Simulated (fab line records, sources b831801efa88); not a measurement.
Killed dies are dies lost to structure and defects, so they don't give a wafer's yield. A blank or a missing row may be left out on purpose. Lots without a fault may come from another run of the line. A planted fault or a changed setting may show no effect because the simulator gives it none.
Which tool did it? | flow gf180mcu | 13 lots, 39 wafers sampled, at 3 steps of a route of 602

WHAT THE GAUGES READ, wafer by wafer
GF_V3_BOW_MEAS_05.
lot  | measured     | on            | V3_BOW (um)
L755 | day 21 11:14 | film_metro-03 | 101 119 100
L756 | day 21 17:54 | film_metro-03 | 128 129 135
L757 | day 22 03:16 | film_metro-01 | 110 109 116
L758 | day 22 07:10 | film_metro-04 | 142 142 134
L759 | day 22 15:25 | film_metro-04 | 116 103 108
L763 | day 24 03:34 | film_metro-04 | 131 118 118
L768 | day 25 17:14 | film_metro-04 | 123 112 136
L772 | day 27 14:47 | film_metro-01 | 106 112 117
L773 | day 27 21:12 | film_metro-04 | 125 132 117
L774 | day 28 05:15 | film_metro-04 | 131 122 135
L775 | day 28 08:28 | film_metro-03 | 100 104 98
L777 | day 28 18:26 | film_metro-03 | 121 115 110
L778 | day 29 00:59 | film_metro-03 | 134 131 129

GF_M4_OVL_MEAS_15.
lot  | measured     | on         | M4_OVL (nm)
L755 | day 23 11:10 | overlay-01 | 9 12 16
L756 | day 23 17:18 | overlay-01 | 14 13 11
L757 | day 24 03:16 | overlay-01 | 14 13 13
L758 | day 24 05:38 | overlay-01 | 0 0 3
L759 | day 24 14:31 | overlay-01 | 12 6 11
L763 | day 26 01:23 | overlay-01 | 8 6 5
L768 | day 27 12:31 | overlay-01 | 19 14 11
L772 | day 29 08:48 | overlay-02 | 7 1 5
L773 | day 29 14:18 | overlay-02 | 6 14 8
L774 | day 29 22:02 | overlay-02 | 11 11 8
L775 | day 30 00:35 | overlay-02 | 2 4 4
L777 | day 30 09:40 | overlay-01 | -1 4 -1
L778 | day 30 16:23 | overlay-02 | 8 8 5

WHICH TOOL RAN EACH LOT (tool, then ch and the chambers of the sampled wafers, then the start)
lot  | GF_V3_CVD_23
L755 | cvd_w-01 ch 0,1, day 22 11:43
L756 | cvd_w-02 ch 0, day 22 17:53
L757 | cvd_w-02 ch 0,1, day 23 03:58
L758 | cvd_w-02 ch 0,1, day 23 06:22
L759 | cvd_w-02 ch 0,1, day 23 15:04
L763 | cvd_w-02 ch 1, day 25 02:21
L768 | cvd_w-02 ch 0,1, day 26 15:03
L772 | cvd_w-01 ch 1, day 28 12:20
L773 | cvd_w-01 ch 0,1, day 28 18:05
L774 | cvd_w-01 ch 0,1, day 29 01:50
L775 | cvd_w-02 ch 0,1, day 29 04:40
L777 | cvd_w-01 ch 0,1, day 29 14:58
L778 | cvd_w-02 ch 0,1, day 29 20:36
- GF_V3_CVD_23: deposits W, target thk 350 nm, time 104.9 s.

WHAT THE TOOLS THEMSELVES READ (means of the sampled wafers that have a number; where no wafer has one, the mark that the record gives instead)
GF_V3_CVD_23.
lot  | tool     | heater_power_w (W)
L755 | cvd_w-01 | 926
L756 | cvd_w-02 | 923
L757 | cvd_w-02 | 890
L758 | cvd_w-02 | 854
L759 | cvd_w-02 | 859
L763 | cvd_w-02 | 829
L768 | cvd_w-02 | 886
L772 | cvd_w-01 | 973
L773 | cvd_w-01 | 868
L774 | cvd_w-01 | 930
L775 | cvd_w-02 | 871
L777 | cvd_w-01 | 867
L778 | cvd_w-02 | 861

THE ANSWER, worked out from the rows above alone
Rule: what is usual is taken from the lots themselves. Put in order of their means at a reading, lots are off if they are a third of the lots or fewer, leave a main group of 4 or more, and stand apart from it by a gap of 3 or more times the standard deviation of the main group's means; of several such gaps the widest counts. A main group whose means are all the same, to the digits that the tables above print for the reading, isn't used. A lot without any number at a reading at which 4 lots or more have one is off too. The other lots that the step has rows for count as sound. The gauges are gone through in route order, then the tools' own readings, and for those a lot's mean is taken as printed above. The first step at which some lot is off is used, and at that step the reading that is off furthest; a lot without a number counts as furthest.
No lot is off at any reading shown: from this, nothing can be told.

WHAT THE SIMULATOR HAD PUT IN
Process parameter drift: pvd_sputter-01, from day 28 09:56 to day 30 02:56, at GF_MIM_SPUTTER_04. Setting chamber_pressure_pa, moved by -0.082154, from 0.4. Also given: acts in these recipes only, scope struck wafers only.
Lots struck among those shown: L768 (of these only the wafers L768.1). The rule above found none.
